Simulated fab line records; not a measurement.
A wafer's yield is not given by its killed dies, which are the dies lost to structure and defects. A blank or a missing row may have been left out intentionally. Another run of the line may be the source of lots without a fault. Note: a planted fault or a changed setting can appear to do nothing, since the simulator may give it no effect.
The tool behind it: which one?    flow sky130    Sampling: 13 lots, 39 wafers, 2 of 708 route steps

## WHAT EACH GAUGE READ, for each wafer
SKY_NWELL_THK_MEAS_02. Usual: NWELL_OXIDATION_THK 9.96 nm, standard deviation 0.2.
lot   measured     on             NWELL_OXIDATION_THK (nm)  flag
L566  day 2 16:26  film-metro-01  9.82 9.94 9.67            
L567  day 2 16:26  film-metro-02  9.75 9.76 9.88            
L570  day 3 12:42  film-metro-02  9.87 9.90 9.71            
L572  day 3 20:02  film-metro-04  10.23 10.05 10.02         
L573  day 3 21:51  film-metro-04  10.48 10.29 10.24         
L579  day 5 10:49  film-metro-02  9.86 9.94 10.02           
L581  day 5 18:57  film-metro-01  10.20 10.27 10.23         
L582  day 6 01:10  film-metro-01  10.33 10.20 10.20         
L583  day 6 04:52  film-metro-02  10.09 10.00 9.93          
L584  day 6 10:23  film-metro-01  9.91 9.58 9.82            
L585  day 6 13:35  film-metro-04  9.98 9.81 9.90            
L586  day 7 00:58  film-metro-01  10.17 10.09 9.98          
L589  day 7 22:04  film-metro-02  9.55 9.53 9.61            

SKY_DNWELL_TW_MEAS_09. Usual: DNWELL_TW 1121, standard deviation 7.2.
lot   measured     on             DNWELL_TW       flag
L566  day 3 07:52  film-metro-02  1117 1112 1108  
L567  day 3 07:33  film-metro-04  1127 1121 1132  
L570  day 4 05:55  film-metro-02  1115 1120 1115  
L572  day 4 12:40  film-metro-04  1127 1131 1129  
L573  day 4 15:03  film-metro-02  1109 1112 1111  
L579  day 6 05:04  film-metro-04  1133 1135 1137  
L581  day 6 14:07  film-metro-01  1121 1116 1121  
L582  day 6 20:15  film-metro-01  1123 1112 1118  
L583  day 7 00:04  film-metro-01  1115 1127 1129  
L584  day 7 05:06  film-metro-01  1128 1128 1127  
L585  day 7 08:47  film-metro-04  1126 1135 1136  
L586  day 7 20:09  film-metro-02  1119 1116 1117  
L589  day 8 18:16  film-metro-04  1127 1123 1131  

## WHAT TOOL EACH LOT RAN ON (gives the tool, then ch and the chambers of the sampled wafers, and finally the start)
The record holds no process step before these readings.

## WHAT THE TOOLS THEMSELVES READ (means of the sampled wafers that have a number; where no wafer has one, the mark that the record gives instead)
The record holds no such reading with a usual standard deviation.

## THE ANSWER, worked out from the rows above alone
Rule: a lot counts as off when the mean over its wafers that have a number is more than 3 standard deviations away from the usual mean. Also off: a lot with no number at a reading for which 4 or more lots have one. The other lots that the step has rows for count as sound. After the gauges, taken in route order, come the tools' own readings; for these a lot's mean is taken, as printed above. At the first step where some lot is off, the reading lying furthest off is the one used; lots without a number count as furthest.
No lot is off on any of the readings shown, so nothing can be concluded from this.

## WHAT THE SIMULATOR HAD PUT IN
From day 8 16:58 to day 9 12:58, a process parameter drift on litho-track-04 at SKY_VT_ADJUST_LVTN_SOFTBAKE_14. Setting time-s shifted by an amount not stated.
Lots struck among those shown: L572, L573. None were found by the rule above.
